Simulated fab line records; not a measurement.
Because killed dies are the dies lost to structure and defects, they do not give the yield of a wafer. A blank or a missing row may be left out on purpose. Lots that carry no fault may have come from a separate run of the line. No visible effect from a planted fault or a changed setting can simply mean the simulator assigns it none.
Shared-tool check || flow sky130 || 32 wafers sampled across 11 lots

## WHAT PROMPTED THE OPENING
SKY_CAP2M_RS_MEAS_03, reading CAP2M_TIN_RS: flagged on 1 of 11 lots. Fault-free wafers read 6.91 ohm/sq, with a standard deviation of 0.07.
Rule: flag the lot when none of its wafers has a number, or when each of its wafers that has one lies beyond 4 standard deviations from that mean. All remaining lots are regarded as sound.

{"lot": "L540", "measured": "day 40 18:31", "on": "film-metro-04", "CAP2M_TIN_RS (ohm/sq), wafer by wafer": "6.97 7.11 7.07", "flag": ""}
{"lot": "L541", "measured": "day 40 20:04", "on": "film-metro-04", "CAP2M_TIN_RS (ohm/sq), wafer by wafer": "6.87 6.94 6.86", "flag": ""}
{"lot": "L544", "measured": "day 42 05:31", "on": "film-metro-01", "CAP2M_TIN_RS (ohm/sq), wafer by wafer": "4.82 4.81", "flag": "FLAGGED"}
{"lot": "L548", "measured": "day 43 03:35", "on": "film-metro-04", "CAP2M_TIN_RS (ohm/sq), wafer by wafer": "7.02 7.00 6.96", "flag": ""}
{"lot": "L553", "measured": "day 44 02:55", "on": "film-metro-02", "CAP2M_TIN_RS (ohm/sq), wafer by wafer": "6.89 6.84 6.92", "flag": ""}
{"lot": "L554", "measured": "day 44 06:49", "on": "film-metro-01", "CAP2M_TIN_RS (ohm/sq), wafer by wafer": "6.97 6.95 6.99", "flag": ""}
{"lot": "L559", "measured": "day 45 01:49", "on": "film-metro-02", "CAP2M_TIN_RS (ohm/sq), wafer by wafer": "6.93 6.91 6.83", "flag": ""}
{"lot": "L560", "measured": "day 45 07:14", "on": "film-metro-02", "CAP2M_TIN_RS (ohm/sq), wafer by wafer": "6.84 6.83 6.85", "flag": ""}
{"lot": "L561", "measured": "day 45 18:20", "on": "film-metro-01", "CAP2M_TIN_RS (ohm/sq), wafer by wafer": "6.87 6.85 6.90", "flag": ""}
{"lot": "L562", "measured": "day 45 22:19", "on": "film-metro-01", "CAP2M_TIN_RS (ohm/sq), wafer by wafer": "6.87 6.95 6.97", "flag": ""}
{"lot": "L563", "measured": "day 46 02:19", "on": "film-metro-02", "CAP2M_TIN_RS (ohm/sq), wafer by wafer": "6.79 6.80 6.79", "flag": ""}
The mean of the flagged lots' numbers is 4.81 ohm/sq, -2.10 ohm/sq from the usual (-30 standard deviations).

## WHICH TOOL RAN EACH LOT
Before the reading, the record contains 2 process steps out of a 708-step route. In each cell: the tool, then ch and the chambers that the sampled wafers went through, then the start.
{"lot": "L540", "flag": "", "SKY_LI_CONTACT_STRIP_16": "plasma-asher-02 ch 0,1, day 30 10:41", "SKY_CAP2M_SPUTTER_02": "pvd-sputter-02, day 40 18:24"}
{"lot": "L541", "flag": "", "SKY_LI_CONTACT_STRIP_16": "plasma-asher-03 ch 0,1, day 30 11:11", "SKY_CAP2M_SPUTTER_02": "pvd-sputter-02, day 40 19:57"}
{"lot": "L544", "flag": "FLAGGED", "SKY_LI_CONTACT_STRIP_16": "plasma-asher-03 ch 0, day 32 04:43", "SKY_CAP2M_SPUTTER_02": "pvd-sputter-02, day 42 05:21"}
{"lot": "L548", "flag": "", "SKY_LI_CONTACT_STRIP_16": "plasma-asher-01 ch 0,1, day 33 04:50", "SKY_CAP2M_SPUTTER_02": "pvd-sputter-03, day 43 03:27"}
{"lot": "L553", "flag": "", "SKY_LI_CONTACT_STRIP_16": "plasma-asher-01 ch 0,1, day 34 10:05", "SKY_CAP2M_SPUTTER_02": "pvd-sputter-03, day 44 02:49"}
{"lot": "L554", "flag": "", "SKY_LI_CONTACT_STRIP_16": "plasma-asher-02 ch 0,1, day 34 11:59", "SKY_CAP2M_SPUTTER_02": "pvd-sputter-04, day 44 06:41"}
{"lot": "L559", "flag": "", "SKY_LI_CONTACT_STRIP_16": "plasma-asher-03 ch 0, day 35 08:50", "SKY_CAP2M_SPUTTER_02": "pvd-sputter-04, day 45 01:42"}
{"lot": "L560", "flag": "", "SKY_LI_CONTACT_STRIP_16": "plasma-asher-01 ch 0,1, day 35 18:20", "SKY_CAP2M_SPUTTER_02": "pvd-sputter-04, day 45 07:07"}
{"lot": "L561", "flag": "", "SKY_LI_CONTACT_STRIP_16": "plasma-asher-03 ch 0,1, day 36 06:24", "SKY_CAP2M_SPUTTER_02": "pvd-sputter-02, day 45 18:13"}
{"lot": "L562", "flag": "", "SKY_LI_CONTACT_STRIP_16": "plasma-asher-01 ch 0,1, day 36 10:08", "SKY_CAP2M_SPUTTER_02": "pvd-sputter-02, day 45 22:13"}
{"lot": "L563", "flag": "", "SKY_LI_CONTACT_STRIP_16": "plasma-asher-03 ch 0,1, day 36 13:17", "SKY_CAP2M_SPUTTER_02": "pvd-sputter-04, day 46 02:13"}
What these steps do:
- SKY_LI_CONTACT_STRIP_16: strips in O2/N2.
- SKY_CAP2M_SPUTTER_02: material TiN, target thk 200 nm, time 166.7 s.
- SKY_CAP2M_RS_MEAS_03: measures by four-point-probe.

## FLAGGED OVER TOTAL, TOOL BY TOOL (the gauges that took the reading come last)
{"step": "SKY_LI_CONTACT_STRIP_16", "tool": "plasma-asher-01", "lots run": 4, "flagged": 0, "share of the flagged lots": "none", "sound lots run after its first flagged lot": "-"}
{"step": "SKY_LI_CONTACT_STRIP_16", "tool": "plasma-asher-02", "lots run": 2, "flagged": 0, "share of the flagged lots": "none", "sound lots run after its first flagged lot": "-"}
{"step": "SKY_LI_CONTACT_STRIP_16", "tool": "plasma-asher-03", "lots run": 5, "flagged": 1, "share of the flagged lots": "all", "sound lots run after its first flagged lot": "3 (L559,L561,L563)"}
{"step": "SKY_CAP2M_SPUTTER_02", "tool": "pvd-sputter-02", "lots run": 5, "flagged": 1, "share of the flagged lots": "all", "sound lots run after its first flagged lot": "2 (L561,L562)"}
{"step": "SKY_CAP2M_SPUTTER_02", "tool": "pvd-sputter-03", "lots run": 2, "flagged": 0, "share of the flagged lots": "none", "sound lots run after its first flagged lot": "-"}
{"step": "SKY_CAP2M_SPUTTER_02", "tool": "pvd-sputter-04", "lots run": 4, "flagged": 0, "share of the flagged lots": "none", "sound lots run after its first flagged lot": "-"}
{"step": "SKY_CAP2M_RS_MEAS_03", "tool": "film-metro-01", "lots run": 4, "flagged": 1, "share of the flagged lots": "all", "sound lots run after its first flagged lot": "3 (L554,L561,L562)"}
{"step": "SKY_CAP2M_RS_MEAS_03", "tool": "film-metro-02", "lots run": 4, "flagged": 0, "share of the flagged lots": "none", "sound lots run after its first flagged lot": "-"}
{"step": "SKY_CAP2M_RS_MEAS_03", "tool": "film-metro-04", "lots run": 3, "flagged": 0, "share of the flagged lots": "none", "sound lots run after its first flagged lot": "-"}

## WHAT THE TABLE ALLOWS
All flagged lots were run by 3 table rows, namely plasma-asher-03 at SKY_LI_CONTACT_STRIP_16, pvd-sputter-02 at SKY_CAP2M_SPUTTER_02, film-metro-01 at SKY_CAP2M_RS_MEAS_03.
- plasma-asher-03 at SKY_LI_CONTACT_STRIP_16 ran 5 lots, 1 of them flagged. Lots that were sound ran on it after the first flagged one (L559, L561, L563); a persistent fault on the entire tool would not allow that.
- pvd-sputter-02 at SKY_CAP2M_SPUTTER_02 ran 5 lots, 1 of them flagged. Lots that were sound ran on it after the first flagged one (L561, L562); a persistent fault on the entire tool would not allow that.
- film-metro-01 at SKY_CAP2M_RS_MEAS_03 ran 4 lots, 1 of them flagged. Lots that were sound ran on it after the first flagged one (L554, L561, L562); a persistent fault on the entire tool would not allow that.
Every row of the table either missed a flagged lot or ran a sound lot after the first.

## WHAT HAD BEEN PUT IN BY THE SIMULATOR
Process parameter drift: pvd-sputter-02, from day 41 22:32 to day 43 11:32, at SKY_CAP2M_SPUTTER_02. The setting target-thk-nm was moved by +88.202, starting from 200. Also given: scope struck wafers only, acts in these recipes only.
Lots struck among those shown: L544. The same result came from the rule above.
